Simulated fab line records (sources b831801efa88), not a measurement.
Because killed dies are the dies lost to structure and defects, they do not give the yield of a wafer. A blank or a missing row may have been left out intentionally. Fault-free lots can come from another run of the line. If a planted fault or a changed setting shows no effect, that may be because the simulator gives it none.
One fault seen from 2 desks | flow sfq-line | numbers are kept per desk, each desk with only its own; the story behind them comes last

## THE TOOL OWNER'S DESK: rie-metal-03
The tool's own readings at SFQ_TRILAYER_M3_BARC_OPEN_METAL_ETCH_100 (etches BARC in O2, target depth 125 nm, time 41.7 s): means of the sampled wafers that have a number, for each lot that ran on this tool. A lot is out of limits, marked OUT, if its mean lies more than 4 standard deviations from the usual mean; the brackets give that distance.
Columns: A = chamber-pressure-mTorr at SFQ_TRILAYER_M3_BARC_OPEN_METAL_ETCH_100, usual 10.000 mTorr; B = drypump-motor-current-A at SFQ_TRILAYER_M3_BARC_OPEN_METAL_ETCH_100, usual 5.8 A; C = he-backside-leak-sccm at SFQ_TRILAYER_M3_BARC_OPEN_METAL_ETCH_100, usual 3.41 sccm; D = oes-product-au at SFQ_TRILAYER_M3_BARC_OPEN_METAL_ETCH_100, usual 0.685 a.u.
lot  | first seen here | A               | B   | C    | D
L239 | day 35 10:24    | 9.994           | 5.8 | 3.38 | 0.686
L240 | day 38 03:25    | 10.001          | 5.9 | 3.25 | 0.684
L241 | day 38 11:11    | 9.996           | 5.9 | 3.33 | 0.684
L243 | day 39 08:23    | 10.004          | 5.7 | 3.37 | 0.685
L246 | day 40 08:22    | 10.002          | 5.8 | 3.23 | 0.680
L254 | day 47 09:47    | 9.331 (-74) OUT | 5.8 | 3.45 | 0.685
L256 | day 47 12:10    | 9.326 (-75) OUT | 5.8 | 3.40 | 0.681
L259 | day 54 16:07    | 10.007          | 5.8 | 3.39 | 0.689
This desk's verdict: out of limits on L254, L256, starting with L254 at day 47 09:47 (chamber-pressure-mTorr at SFQ_TRILAYER_M3_BARC_OPEN_METAL_ETCH_100). Within limits: L239, L240, L241, L243, L246, L259.

## THE METROLOGY DESK
Lot by lot, what the gauges showed, no matter which tool ran the lot: averages of those sampled wafers that carry a number. A lot is out of limits, marked OUT, if its mean lies more than 4 standard deviations from the usual mean; the brackets give that distance.
Columns: A = M6_NB_RS at SFQ_M6_RS_MEAS_938, usual 0.894 ohm/sq; B = I6_OVL at SFQ_I6_OVL_MEAS_942, usual 2 nm
lot  | first seen here | A     | B
L239 | day 61 13:33    | 0.882 | 5
L240 | day 61 15:56    | 0.897 | -4
L241 | day 61 18:19    | 0.894 | 0
L242 | day 61 19:32    | 0.892 | 2
L243 | day 61 21:57    | 0.887 | 1
L244 | day 61 23:07    | 0.898 | 6
L245 | day 62 01:13    | 0.905 | 2
L246 | day 62 02:24    | 0.904 | 1
L252 | day 69 12:19    | 0.888 | 7
L254 | day 72 21:25    | 0.900 | -2
L256 | day 75 23:53    | 0.879 | 8
L257 | day 76 07:41    | 0.893 | 3
L259 | day 76 20:40    | 0.894 | -1
L261 | day 77 07:10    | 0.890 | 5
This desk found nothing out of limits on any of the 14 lots.

## PUT TOGETHER
An alarm could have come from the tool owner's desk at day 47 09:47, on L254, L256.
From the metrology desk's view, nothing was out of limits.
The metrology desk holds a record of L254, L256, inside its limits.
All the named lots went through SFQ_TRILAYER_M3_BARC_OPEN_METAL_ETCH_100 on rie-metal-03.

## WHAT THE SIMULATOR HAD INSERTED
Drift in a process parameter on rie-metal-03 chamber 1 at SFQ_TRILAYER_M3_BARC_OPEN_METAL_ETCH_100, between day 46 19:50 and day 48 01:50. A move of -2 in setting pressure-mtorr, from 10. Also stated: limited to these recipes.
Lots struck among those shown: L254, L256.
Each desk's first reading out of limits, in hours after the fault started: the tool owner's desk, 14.
